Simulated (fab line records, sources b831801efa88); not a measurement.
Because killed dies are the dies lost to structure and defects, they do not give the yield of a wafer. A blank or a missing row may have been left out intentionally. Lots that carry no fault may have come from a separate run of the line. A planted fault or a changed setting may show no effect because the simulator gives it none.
Which tool was responsible? -- flow sky130 -- 6 lots with 17 wafers sampled at 4 steps, on a route of 708 steps

== WHAT THE GAUGES READ, wafer by wafer ==
SKY_VIA3_THK_MEAS_01.
lot,measured,on,VIA3_HDPCVD_THK (nm)
L443,day 40 01:11,film-metro-03,1618 1599 1620
L445,day 40 12:05,film-metro-01,1647 1635 1623
L449,day 41 17:37,film-metro-01,1622 1622 1628
L451,day 42 08:13,film-metro-01,1635 1630 1656
L458,day 44 00:12,film-metro-01,1605 2046
L462,day 45 00:20,film-metro-03,1665 1674 1667

== WHAT TOOL EACH LOT RAN ON (gives the tool, then ch and the chambers of the sampled wafers, and finally the start) ==
lot,SKY_METAL2_SPUTTER_04,SKY_METAL3_SPUTTER_00,SKY_VIA3_HDPCVD_00
L443,"pvd-sputter-04, day 35 14:20","pvd-sputter-03, day 37 21:40","hdpcvd-01 ch 0,1, day 40 01:01"
L445,"pvd-sputter-03, day 36 01:46","pvd-sputter-02, day 38 09:07","hdpcvd-02 ch 0,1,2, day 40 11:58"
L449,"pvd-sputter-03, day 37 08:23","pvd-sputter-01, day 39 14:32","hdpcvd-01 ch 0,2, day 41 17:27"
L451,"pvd-sputter-04, day 38 01:05","pvd-sputter-02, day 40 06:33","hdpcvd-01 ch 1,2, day 42 08:03"
L458,"pvd-sputter-02, day 39 21:38","pvd-sputter-03, day 42 01:06","hdpcvd-01 ch 0,1, day 44 00:02"
L462,"pvd-sputter-02, day 40 22:52","pvd-sputter-03, day 43 01:09","hdpcvd-02 ch 1,2, day 45 00:09"
- SKY_METAL2_SPUTTER_04: material TiN, target thk 70 nm, time 58.3 s.
- SKY_METAL3_SPUTTER_00: material Ti, target thk 15 nm, time 10 s.
- SKY_VIA3_HDPCVD_00: deposits SiO2, target thk 1635 nm, time 272.5 s.

== THE ANSWER, worked out from the rows above alone ==
Rule: what is usual is taken from the lots themselves. The widest of any qualifying gaps counts: lots, ordered by their means at a reading, are off when they make up no more than a third of the lots, leave a main group of 4 or more, and stand apart from it by 3 or more times the standard deviation of that group's means. Not used: any main group whose means are identical at the precision the tables above print for the reading. A lot without any number at a reading at which 4 lots or more have one is off too. Any other lot the step has rows for is counted as sound.
Off: L458, seen at SKY_VIA3_THK_MEAS_01 (VIA3_HDPCVD_THK). The main group has a mean of 1636 nm with a standard deviation of 19.
A tool fits if, at a process step before that reading, it ran every lot that is off, and no sound lot after the first of them. The gauges at SKY_VIA3_THK_MEAS_01 are tried like those tools. 2 tools fit, hdpcvd-01 at SKY_VIA3_HDPCVD_00 and film-metro-01 at SKY_VIA3_THK_MEAS_01, so this cannot tell which one it is.

== WHAT THE SIMULATOR HAD INSERTED ==
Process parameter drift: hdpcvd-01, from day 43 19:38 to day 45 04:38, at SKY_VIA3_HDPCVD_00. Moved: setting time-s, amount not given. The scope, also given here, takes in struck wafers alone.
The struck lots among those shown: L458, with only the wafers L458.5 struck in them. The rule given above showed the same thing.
